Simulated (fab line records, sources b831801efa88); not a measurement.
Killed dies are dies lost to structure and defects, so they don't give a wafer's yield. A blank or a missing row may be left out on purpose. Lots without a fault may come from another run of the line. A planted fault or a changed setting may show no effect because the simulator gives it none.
Which tool did it? | flow sky130 | 10 lots, 29 wafers sampled, at 3 steps of a route of 708

WHAT THE GAUGES READ, wafer by wafer
SKY_METAL1_RS_MEAS_05: measures by four-point-probe.
lot  | measured     | on            | METAL1_ALCU_RS (ohm/sq)
L984 | day 30 21:13 | film_metro-01 | 0.1260 0.1259 0.1268
L990 | day 33 02:06 | film_metro-04 | 0.1265 0.1066 0.1262 0.1065
L992 | day 34 01:16 | film_metro-01 | 0.1290 0.1274 0.1075 0.1290 0.1270 0.1074
L996 | day 35 03:30 | film_metro-04 | 0.1254 0.1256 0.1241
L998 | day 37 12:36 | film_metro-02 | 0.1275 0.1290 0.1279
L100 | day 37 21:27 | film_metro-04 | 0.1267 0.1262 0.1266
L101 | day 37 22:28 | film_metro-04 | 0.1268 0.1262 0.1268
L103 | day 38 11:03 | film_metro-02 | 0.1258 0.1280 0.1276
L105 | day 38 23:51 | film_metro-04 | 0.1289 0.1271 0.1278
L106 | day 39 14:11 | film_metro-02 | 0.1273 0.1265 0.1277

WHICH TOOL RAN EACH LOT (tool, then ch and the chambers of the sampled wafers, then the start)
lot  | SKY_CONTACT_STRIP_19                 | SKY_METAL1_SPUTTER_02
L984 | plasma_asher-02 ch 0,1, day 30 19:46 | pvd_sputter-02, day 30 21:06
L990 | plasma_asher-02 ch 0,1, day 33 00:38 | pvd_sputter-02, day 33 01:56
L992 | plasma_asher-02 ch 0,1, day 33 23:31 | pvd_sputter-02, day 34 01:10
L996 | plasma_asher-02 ch 0,1, day 35 02:07 | pvd_sputter-01, day 35 03:25
L998 | plasma_asher-03 ch 0,1, day 37 11:10 | pvd_sputter-04, day 37 12:28
L100 | plasma_asher-04 ch 0,1, day 37 19:58 | pvd_sputter-02, day 37 21:22
L101 | plasma_asher-03 ch 0,1, day 37 21:02 | pvd_sputter-04, day 37 22:23
L103 | plasma_asher-02 ch 0,1, day 38 09:40 | pvd_sputter-04, day 38 10:58
L105 | plasma_asher-02 ch 0,1, day 38 22:26 | pvd_sputter-02, day 38 23:46
L106 | plasma_asher-02 ch 0,1, day 39 12:46 | pvd_sputter-04, day 39 14:03
- SKY_CONTACT_STRIP_19: strips in O2/N2.
- SKY_METAL1_SPUTTER_02: material AlCu, target thk 250 nm, time 13.3 s.

THE ANSWER, worked out from the rows above alone
Rule: what is usual is taken from the lots themselves. Put in order of their means at a reading, lots are off if they are a third of the lots or fewer, leave a main group of 4 or more, and stand apart from it by a gap of 3 or more times the standard deviation of the main group's means; of several such gaps the widest counts. A main group whose means are all the same, to the digits that the tables above print for the reading, isn't used. A lot without any number at a reading at which 4 lots or more have one is off too. The other lots that the step has rows for count as sound.
Off: L990, L992, at SKY_METAL1_RS_MEAS_05 (METAL1_ALCU_RS). The main group: mean 0.1268 ohm/sq, standard deviation 0.00093.
A tool fits if, at a process step before that reading, it ran every lot that is off, and no sound lot after the first of them. The gauges at SKY_METAL1_RS_MEAS_05 are tried like those tools. None of those tried fits.

WHAT THE SIMULATOR HAD PUT IN
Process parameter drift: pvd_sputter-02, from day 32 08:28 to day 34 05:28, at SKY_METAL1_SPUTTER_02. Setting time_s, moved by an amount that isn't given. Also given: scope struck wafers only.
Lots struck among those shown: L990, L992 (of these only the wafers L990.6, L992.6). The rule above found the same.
